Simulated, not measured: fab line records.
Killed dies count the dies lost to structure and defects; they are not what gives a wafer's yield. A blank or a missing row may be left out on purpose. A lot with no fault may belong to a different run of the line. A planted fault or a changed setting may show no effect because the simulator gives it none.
Which tool was responsible? / flow sky130 / 13 lots, 39 wafers sampled, at 6 steps of a route of 708

## WHAT THE GAUGES SHOWED, per wafer
SKY_GATE_OXIDE_THK_MEAS_02.
lot=L688; measured=day 12 14:46; on=film-metro-02; GATE_OXIDE_OXIDATION_00_THK (nm)=10.16 10.14 10.23
lot=L689; measured=day 12 23:07; on=film-metro-01; GATE_OXIDE_OXIDATION_00_THK (nm)=10.10 10.27 10.09
lot=L690; measured=day 13 10:04; on=film-metro-02; GATE_OXIDE_OXIDATION_00_THK (nm)=9.94 10.02 10.24
lot=L694; measured=day 14 13:10; on=film-metro-01; GATE_OXIDE_OXIDATION_00_THK (nm)=10.23 10.17 10.20
lot=L695; measured=day 14 23:04; on=film-metro-04; GATE_OXIDE_OXIDATION_00_THK (nm)=10.24 10.56 10.54
lot=L698; measured=day 16 05:14; on=film-metro-02; GATE_OXIDE_OXIDATION_00_THK (nm)=10.25 10.15 10.10
lot=L697; measured=day 16 08:50; on=film-metro-04; GATE_OXIDE_OXIDATION_00_THK (nm)=10.46 10.19 10.44
lot=L702; measured=day 17 15:33; on=film-metro-04; GATE_OXIDE_OXIDATION_00_THK (nm)=10.41 10.44 10.21
lot=L704; measured=day 18 05:04; on=film-metro-02; GATE_OXIDE_OXIDATION_00_THK (nm)=10.47 10.35 10.42
lot=L708; measured=day 19 12:01; on=film-metro-04; GATE_OXIDE_OXIDATION_00_THK (nm)=9.76 9.74 9.58
lot=L709; measured=day 19 17:31; on=film-metro-02; GATE_OXIDE_OXIDATION_00_THK (nm)=9.97 10.11 9.99
lot=L710; measured=day 20 05:27; on=film-metro-01; GATE_OXIDE_OXIDATION_00_THK (nm)=10.35 10.21 10.56
lot=L711; measured=day 20 14:20; on=film-metro-01; GATE_OXIDE_OXIDATION_00_THK (nm)=9.93 10.04 10.09

SKY_SD_P_CD_MEAS_07: the cd target is 380 nm.
lot=L688; measured=day 25 09:37; on=cd-sem-02; cd-nm (nm)=381.4 378.0 378.9
lot=L689; measured=day 25 15:55; on=cd-sem-01; cd-nm (nm)=376.9 379.6 379.9
lot=L690; measured=day 26 06:37; on=cd-sem-01; cd-nm (nm)=378.4 377.4 376.2
lot=L694; measured=day 27 09:41; on=cd-sem-01; cd-nm (nm)=380.6 380.8 379.5
lot=L695; measured=day 27 20:13; on=cd-sem-01; cd-nm (nm)=379.5 379.4 380.1
lot=L698; measured=day 29 02:06; on=cd-sem-02; cd-nm (nm)=380.8 382.4 380.6
lot=L697; measured=day 29 05:41; on=cd-sem-01; cd-nm (nm)=- - -
lot=L702; measured=day 30 11:14; on=cd-sem-02; cd-nm (nm)=379.8 379.2 379.8
lot=L704; measured=day 30 22:29; on=cd-sem-01; cd-nm (nm)=381.1 382.5 380.7
lot=L708; measured=day 32 01:14; on=cd-sem-02; cd-nm (nm)=383.7 383.2 383.6
lot=L709; measured=day 32 10:37; on=cd-sem-01; cd-nm (nm)=377.5 381.3 380.7
lot=L710; measured=day 32 18:08; on=cd-sem-01; cd-nm (nm)=384.4 386.7 387.0
lot=L711; measured=day 33 01:43; on=cd-sem-02; cd-nm (nm)=379.5 379.2 379.6

SKY_SD_P_TW_MEAS_11.
lot=L688; measured=day 25 10:01; on=film-metro-04; SD_P_TW=2831 2835 2838
lot=L689; measured=day 25 16:19; on=film-metro-01; SD_P_TW=2820 2834 2814
lot=L690; measured=day 26 07:00; on=film-metro-01; SD_P_TW=2819 2812 2818
lot=L694; measured=day 27 10:05; on=film-metro-03; SD_P_TW=2839 2827 2816
lot=L695; measured=day 27 20:37; on=film-metro-04; SD_P_TW=2834 2838 2830
lot=L698; measured=day 29 02:29; on=film-metro-04; SD_P_TW=2844 2834 2842
lot=L697; measured=day 29 06:04; on=film-metro-01; SD_P_TW=30 30 30
lot=L702; measured=day 30 11:37; on=film-metro-01; SD_P_TW=2825 2817 2817
lot=L704; measured=day 30 22:53; on=film-metro-04; SD_P_TW=2846 2853 2843
lot=L708; measured=day 32 01:38; on=film-metro-01; SD_P_TW=2807 2813 2809
lot=L709; measured=day 32 11:01; on=film-metro-03; SD_P_TW=2812 2833 2815
lot=L710; measured=day 32 18:32; on=film-metro-01; SD_P_TW=2841 2817 2837
lot=L711; measured=day 33 02:07; on=film-metro-01; SD_P_TW=2822 2832 2820

SKY_LI_CONTACT_CD_MEAS_12: the cd target is 170 nm.
lot=L688; measured=day 29 01:22; on=cd-sem-01; cd-nm (nm)=169.1 169.6 169.7
lot=L689; measured=day 29 08:43; on=cd-sem-02; cd-nm (nm)=172.1 171.2 171.4
lot=L690; measured=day 29 21:23; on=cd-sem-02; cd-nm (nm)=173.5 175.1 175.3
lot=L694; measured=day 31 00:20; on=cd-sem-01; cd-nm (nm)=170.6 171.2 170.8
lot=L695; measured=day 31 10:04; on=cd-sem-01; cd-nm (nm)=169.1 170.5 168.4
lot=L698; measured=day 32 14:29; on=cd-sem-01; cd-nm (nm)=169.1 169.2 169.3
lot=L697; measured=day 32 18:32; on=cd-sem-02; cd-nm (nm)=169.6 171.0 171.5
lot=L702; measured=day 33 21:33; on=cd-sem-01; cd-nm (nm)=169.3 168.5 169.3
lot=L704; measured=day 34 08:08; on=cd-sem-01; cd-nm (nm)=173.8 174.4 173.8
lot=L708; measured=day 35 11:29; on=cd-sem-01; cd-nm (nm)=169.3 169.0 169.6
lot=L709; measured=day 35 20:19; on=cd-sem-02; cd-nm (nm)=171.2 171.0 171.5
lot=L710; measured=day 36 03:10; on=cd-sem-01; cd-nm (nm)=169.4 169.9 171.0
lot=L711; measured=day 36 12:28; on=cd-sem-02; cd-nm (nm)=171.9 171.0 171.2

## WHAT TOOL EACH LOT RAN ON (gives the tool, then ch and the chambers of the sampled wafers, and finally the start)
lot=L688; SKY_SD_P_EXPOSE_04=iline-stepper-01 ch 0, day 24 18:28; SKY_SD_N_STRIP_11=plasma-asher-02 ch 0,1, day 27 20:04
lot=L689; SKY_SD_P_EXPOSE_04=iline-stepper-02 ch 0, day 25 01:14; SKY_SD_N_STRIP_11=plasma-asher-04 ch 0,1, day 28 03:13
lot=L690; SKY_SD_P_EXPOSE_04=iline-stepper-02 ch 0, day 25 16:22; SKY_SD_N_STRIP_11=plasma-asher-02 ch 0,1, day 28 16:07
lot=L694; SKY_SD_P_EXPOSE_04=iline-stepper-02 ch 0, day 26 19:44; SKY_SD_N_STRIP_11=plasma-asher-03 ch 0,1, day 29 18:58
lot=L695; SKY_SD_P_EXPOSE_04=iline-stepper-01 ch 0, day 27 06:28; SKY_SD_N_STRIP_11=plasma-asher-02 ch 0,1, day 30 05:31
lot=L698; SKY_SD_P_EXPOSE_04=iline-stepper-02 ch 0, day 28 12:37; SKY_SD_N_STRIP_11=plasma-asher-02 ch 0,1, day 31 09:37
lot=L697; SKY_SD_P_EXPOSE_04=iline-stepper-02 ch 0, day 28 15:21; SKY_SD_N_STRIP_11=plasma-asher-03 ch 0,1, day 31 13:36
lot=L702; SKY_SD_P_EXPOSE_04=iline-stepper-02 ch 0, day 29 21:48; SKY_SD_N_STRIP_11=plasma-asher-04 ch 0,1, day 32 17:42
lot=L704; SKY_SD_P_EXPOSE_04=iline-stepper-02 ch 0, day 30 09:14; SKY_SD_N_STRIP_11=plasma-asher-04 ch 0,1, day 33 04:46
lot=L708; SKY_SD_P_EXPOSE_04=iline-stepper-02 ch 0, day 31 11:46; SKY_SD_N_STRIP_11=plasma-asher-02 ch 0,1, day 34 07:34
lot=L709; SKY_SD_P_EXPOSE_04=iline-stepper-01 ch 0, day 31 21:44; SKY_SD_N_STRIP_11=plasma-asher-02 ch 0,1, day 34 16:58
lot=L710; SKY_SD_P_EXPOSE_04=iline-stepper-02 ch 0, day 32 05:07; SKY_SD_N_STRIP_11=plasma-asher-02 ch 0,1, day 34 23:22
lot=L711; SKY_SD_P_EXPOSE_04=iline-stepper-02 ch 0, day 32 12:32; SKY_SD_N_STRIP_11=plasma-asher-03 ch 0,1, day 35 08:16
- SKY_SD_P_EXPOSE_04: exposes mask PSDM, target cd 380 nm.
- SKY_SD_N_STRIP_11: strips in O2/N2.

## WHAT THE TOOLS THEMSELVES READ (means of the sampled wafers that have a number; where no wafer has one, the mark that the record gives instead)
SKY_SD_N_STRIP_11.
lot=L688; tool=plasma-asher-02; drypump-motor-current-A (A)=5.5; o2-flow-sccm (sccm)=3008; oes-product-au (a.u.)=0.528; strip-time-to-endpoint-s (s)=22.54
lot=L689; tool=plasma-asher-04; drypump-motor-current-A (A)=6.0; o2-flow-sccm (sccm)=2996; oes-product-au (a.u.)=0.529; strip-time-to-endpoint-s (s)=22.53
lot=L690; tool=plasma-asher-02; drypump-motor-current-A (A)=5.5; o2-flow-sccm (sccm)=2994; oes-product-au (a.u.)=0.526; strip-time-to-endpoint-s (s)=22.51
lot=L694; tool=plasma-asher-03; drypump-motor-current-A (A)=5.8; o2-flow-sccm (sccm)=3003; oes-product-au (a.u.)=0.527; strip-time-to-endpoint-s (s)=22.52
lot=L695; tool=plasma-asher-02; drypump-motor-current-A (A)=5.1; o2-flow-sccm (sccm)=3004; oes-product-au (a.u.)=0.531; strip-time-to-endpoint-s (s)=22.54
lot=L698; tool=plasma-asher-02; drypump-motor-current-A (A)=5.1; o2-flow-sccm (sccm)=2997; oes-product-au (a.u.)=0.529; strip-time-to-endpoint-s (s)=22.60
lot=L697; tool=plasma-asher-03; drypump-motor-current-A (A)=6.0; o2-flow-sccm (sccm)=2997; oes-product-au (a.u.)=0.529; strip-time-to-endpoint-s (s)=22.49
lot=L702; tool=plasma-asher-04; drypump-motor-current-A (A)=6.0; o2-flow-sccm (sccm)=3004; oes-product-au (a.u.)=0.525; strip-time-to-endpoint-s (s)=22.60
lot=L704; tool=plasma-asher-04; drypump-motor-current-A (A)=6.0; o2-flow-sccm (sccm)=3003; oes-product-au (a.u.)=0.529; strip-time-to-endpoint-s (s)=22.59
lot=L708; tool=plasma-asher-02; drypump-motor-current-A (A)=5.1; o2-flow-sccm (sccm)=2996; oes-product-au (a.u.)=0.524; strip-time-to-endpoint-s (s)=22.55
lot=L709; tool=plasma-asher-02; drypump-motor-current-A (A)=5.5; o2-flow-sccm (sccm)=3003; oes-product-au (a.u.)=0.527; strip-time-to-endpoint-s (s)=22.58
lot=L710; tool=plasma-asher-02; drypump-motor-current-A (A)=5.5; o2-flow-sccm (sccm)=2996; oes-product-au (a.u.)=0.523; strip-time-to-endpoint-s (s)=22.50
lot=L711; tool=plasma-asher-03; drypump-motor-current-A (A)=5.9; o2-flow-sccm (sccm)=2993; oes-product-au (a.u.)=0.527; strip-time-to-endpoint-s (s)=22.56

## THE ANSWER, worked out from the rows above alone
Rule: the lots themselves supply what counts as usual. Put in order of their means at a reading, lots are off if they are a third of the lots or fewer, leave a main group of 4 or more, and stand apart from it by a gap of 3 or more times the standard deviation of the main group's means; of several such gaps the widest counts. Not used: any main group whose means are identical at the precision the tables above print for the reading. Also off: a lot with no number at a reading for which 4 or more lots have one. Where the step has rows for the other lots, those lots are counted as sound. Order of review: gauges by route order, followed by the tools' own readings, for which a lot's mean as printed above is used. The first step at which some lot is off is used, and at that step the reading that is off furthest; a lot without a number counts as furthest.
Off, at SKY_SD_P_CD_MEAS_07 on cd-nm: L697. Without a number there: L697. The main group has a mean of 380.6 nm with a standard deviation of 2.2.
A tool fits if, at a process step before that reading, it ran every lot that is off, and no sound lot after the first of them. The gauges at SKY_SD_P_CD_MEAS_07 aren't tried: what is off there is off at SKY_SD_P_TW_MEAS_11 too, on other tools, and a gauge's error can't cause that. Not one of the candidates tried fits.

## WHAT THE SIMULATOR HAD PUT IN
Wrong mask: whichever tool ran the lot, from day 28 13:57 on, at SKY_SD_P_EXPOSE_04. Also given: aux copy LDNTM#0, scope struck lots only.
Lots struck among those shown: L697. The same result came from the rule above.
